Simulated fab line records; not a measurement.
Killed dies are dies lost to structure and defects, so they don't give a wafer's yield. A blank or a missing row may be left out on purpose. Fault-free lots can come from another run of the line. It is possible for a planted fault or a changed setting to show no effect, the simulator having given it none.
Which tool did it? + flow gf180mcu + Sampling: 14 lots, 42 wafers, 5 of 602 route steps

== WHAT THE GAUGES SHOWED, per wafer ==
GF_SAB_THK_MEAS_01.
| lot  | measured     | on           | SAB_CVD_00_THK (nm) |
|------|--------------|--------------|---------------------|
| L315 | day 15 07:59 | filmMetro-04 | 49.3 49.8 48.9      |
| L316 | day 15 18:19 | filmMetro-02 | 50.7 50.8 51.0      |
| L318 | day 16 09:56 | filmMetro-04 | 50.1 51.0 50.7      |
| L319 | day 16 20:21 | filmMetro-03 | 50.3 50.0 50.5      |
| L320 | day 17 01:45 | filmMetro-03 | 49.7 49.8 50.6      |
| L321 | day 17 16:47 | filmMetro-04 | 49.8 50.3 50.6      |
| L322 | day 17 19:05 | filmMetro-03 | 50.0 50.1 49.7      |
| L324 | day 18 10:23 | filmMetro-04 | 48.9 49.0 49.9      |
| L325 | day 18 20:54 | filmMetro-03 | 44.6 45.0 44.9      |
| L326 | day 19 18:32 | filmMetro-04 | 49.1 50.1 49.6      |
| L327 | day 19 22:55 | filmMetro-03 | 44.1 44.0 44.4      |
| L328 | day 20 01:19 | filmMetro-02 | 43.7 44.1 44.2      |
| L333 | day 21 22:55 | filmMetro-02 | 48.2 48.8 49.5      |
| L335 | day 22 04:58 | filmMetro-02 | 49.8 50.2 50.6      |

GF_SALICIDE_THK_MEAS_05: measures by xrf.
| lot  | measured     | on           | SALICIDE_TIN_THK (nm) |
|------|--------------|--------------|-----------------------|
| L315 | day 16 05:31 | filmMetro-01 | 20.05 20.26 20.60     |
| L316 | day 16 16:46 | filmMetro-01 | 20.17 20.02 19.90     |
| L318 | day 17 09:14 | filmMetro-01 | 20.42 19.97 20.63     |
| L319 | day 17 19:22 | filmMetro-01 | 20.08 20.10 20.32     |
| L320 | day 18 01:28 | filmMetro-04 | 20.23 20.44 20.39     |
| L321 | day 18 16:57 | filmMetro-01 | 20.01 20.40 20.23     |
| L322 | day 18 19:16 | filmMetro-03 | 19.74 20.06 19.90     |
| L324 | day 19 11:14 | filmMetro-03 | 19.63 19.87 19.70     |
| L325 | day 19 22:36 | filmMetro-03 | 20.13 19.72 19.92     |
| L326 | day 20 19:20 | filmMetro-04 | 19.68 20.00 19.61     |
| L327 | day 20 23:40 | filmMetro-01 | 20.72 20.62 20.61     |
| L328 | day 21 01:51 | filmMetro-03 | 20.61 20.26 20.32     |
| L333 | day 22 23:11 | filmMetro-04 | 20.46 19.85 20.24     |
| L335 | day 23 04:26 | filmMetro-01 | 20.26 20.09 19.94     |

GF_CONTACT_THK_MEAS_03.
| lot  | measured     | on           | CONTACT_CVD_02_THK (nm) |
|------|--------------|--------------|-------------------------|
| L315 | day 16 06:02 | filmMetro-03 | 844 858 863             |
| L316 | day 16 17:17 | filmMetro-02 | 873 897 884             |
| L318 | day 17 09:52 | filmMetro-01 | 834 856 871             |
| L319 | day 17 19:53 | filmMetro-03 | 847 866 861             |
| L320 | day 18 01:59 | filmMetro-01 | 846 842 861             |
| L321 | day 18 17:29 | filmMetro-02 | 874 861 875             |
| L322 | day 18 19:47 | filmMetro-01 | 850 840 859             |
| L324 | day 19 11:54 | filmMetro-03 | 854 863 868             |
| L325 | day 19 23:08 | filmMetro-01 | 872 896 885             |
| L326 | day 20 19:52 | filmMetro-03 | 829 856 867             |
| L327 | day 21 00:11 | filmMetro-03 | 864 853 869             |
| L328 | day 21 02:24 | filmMetro-02 | 873 851 865             |
| L333 | day 22 23:49 | filmMetro-03 | 867 880 878             |
| L335 | day 23 04:58 | filmMetro-01 | 860 843 871             |

== TOOL THAT RAN EACH LOT (tool first, then ch and the chambers of the sampled wafers, then the start) ==
| lot  | GF_SAB_CVD_00                   | GF_SALICIDE_SPUTTER_02      |
|------|---------------------------------|-----------------------------|
| L315 | pecvd-01 ch 0,1, day 15 07:57   | pvdSputter-04, day 16 05:19 |
| L316 | pecvd-03 ch 0,1,2, day 15 18:18 | pvdSputter-02, day 16 16:35 |
| L318 | pecvd-03 ch 1,2, day 16 09:53   | pvdSputter-04, day 17 09:03 |
| L319 | pecvd-03 ch 0,1,2, day 16 20:19 | pvdSputter-02, day 17 19:10 |
| L320 | pecvd-02 ch 1,2, day 17 01:43   | pvdSputter-01, day 18 01:17 |
| L321 | pecvd-02 ch 1,2, day 17 16:46   | pvdSputter-02, day 18 16:46 |
| L322 | pecvd-02 ch 0,1, day 17 19:03   | pvdSputter-01, day 18 19:05 |
| L324 | pecvd-01 ch 0,1, day 18 10:22   | pvdSputter-04, day 19 11:04 |
| L325 | pecvd-01 ch 0,1, day 18 20:52   | pvdSputter-02, day 19 22:25 |
| L326 | pecvd-02 ch 0,1, day 19 18:29   | pvdSputter-04, day 20 19:08 |
| L327 | pecvd-01 ch 0,1,2, day 19 22:53 | pvdSputter-01, day 20 23:29 |
| L328 | pecvd-01 ch 0,1,2, day 20 01:17 | pvdSputter-02, day 21 01:41 |
| L333 | pecvd-02 ch 0,1,2, day 21 22:54 | pvdSputter-02, day 22 23:01 |
| L335 | pecvd-03 ch 1,2, day 22 04:56   | pvdSputter-01, day 23 04:16 |
- GF_SAB_CVD_00: deposits SiO2 from TEOS, target thk 50 nm, time 4.9302 s.
- GF_SALICIDE_SPUTTER_02: material Co, target thk 10 nm, time 20 s.

== AS READ BY THE TOOLS THEMSELVES (means over the sampled wafers that have a number; for cases with no such wafer, the mark the record gives instead) ==
GF_SAB_CVD_00.
| lot  | tool     | heaterPowerW (W) | rfFwdPowerW (W) |
|------|----------|------------------|-----------------|
| L315 | pecvd-01 | 569              | 573.4           |
| L316 | pecvd-03 | 746              | 569.2           |
| L318 | pecvd-03 | 718              | 567.9           |
| L319 | pecvd-03 | 784              | 570.9           |
| L320 | pecvd-02 | 651              | 568.8           |
| L321 | pecvd-02 | 626              | 568.5           |
| L322 | pecvd-02 | 646              | 569.5           |
| L324 | pecvd-01 | 611              | 572.9           |
| L325 | pecvd-01 | 646              | -               |
| L326 | pecvd-02 | 629              | 571.5           |
| L327 | pecvd-01 | 620              | -               |
| L328 | pecvd-01 | 668              | -               |
| L333 | pecvd-02 | 585              | 570.8           |
| L335 | pecvd-03 | 687              | 568.8           |

GF_SALICIDE_SPUTTER_02.
| lot  | tool          | throttleValvePct (%) |
|------|---------------|----------------------|
| L315 | pvdSputter-04 | 30.2                 |
| L316 | pvdSputter-02 | 29.3                 |
| L318 | pvdSputter-04 | 30.4                 |
| L319 | pvdSputter-02 | 30.9                 |
| L320 | pvdSputter-01 | 29.5                 |
| L321 | pvdSputter-02 | 30.8                 |
| L322 | pvdSputter-01 | 28.8                 |
| L324 | pvdSputter-04 | 30.1                 |
| L325 | pvdSputter-02 | 30.5                 |
| L326 | pvdSputter-04 | 29.7                 |
| L327 | pvdSputter-01 | 29.7                 |
| L328 | pvdSputter-02 | 30.1                 |
| L333 | pvdSputter-02 | 30.5                 |
| L335 | pvdSputter-01 | 29.6                 |

== THE ANSWER, worked out from the rows above alone ==
Rule: usual is defined by the lots themselves. Put in order of their means at a reading, lots are off if they are a third of the lots or fewer, leave a main group of 4 or more, and stand apart from it by a gap of 3 or more times the standard deviation of the main group's means; of several such gaps the widest counts. A main group is skipped when, at the precision printed for the reading in the tables above, its means are all equal. A lot without any number at a reading at which 4 lots or more have one is off too. All remaining lots with rows at the step are treated as sound. The gauges are gone through in route order, then the tools' own readings, and for those a lot's mean is taken as printed above. The first step at which some lot is off is used, and at that step the reading that is off furthest; a lot without a number counts as furthest.
Off: L325, L327, L328, at GF_SAB_THK_MEAS_01 (SAB_CVD_00_THK). Mean 49.9 nm and standard deviation 0.58 in the main group.
If a tool, at a process step before that reading, ran all the lots that are off and no sound lot after the first of them, it fits. Not tried: the gauges at GF_SAB_THK_MEAS_01; whatever is off there is also off at GF_SAB_CVD_00, on other tools, and gauge error can't account for it. One fits: GF_SAB_CVD_00 on pecvd-01. Its last sound lot is L324 (day 18 10:22), its first lot that is off L325 (day 18 20:52): a fault that began between those two fits.
Blank at GF_SAB_CVD_00 on the lots that are off, where sound lots have numbers: rfFwdPowerW.

== WHAT THE SIMULATOR HAD INSERTED ==
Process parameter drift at GF_SAB_CVD_00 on pecvd-01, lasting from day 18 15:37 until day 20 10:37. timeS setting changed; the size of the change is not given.
Lots struck among those shown: L325, L327, L328. The rule above reached the same finding.
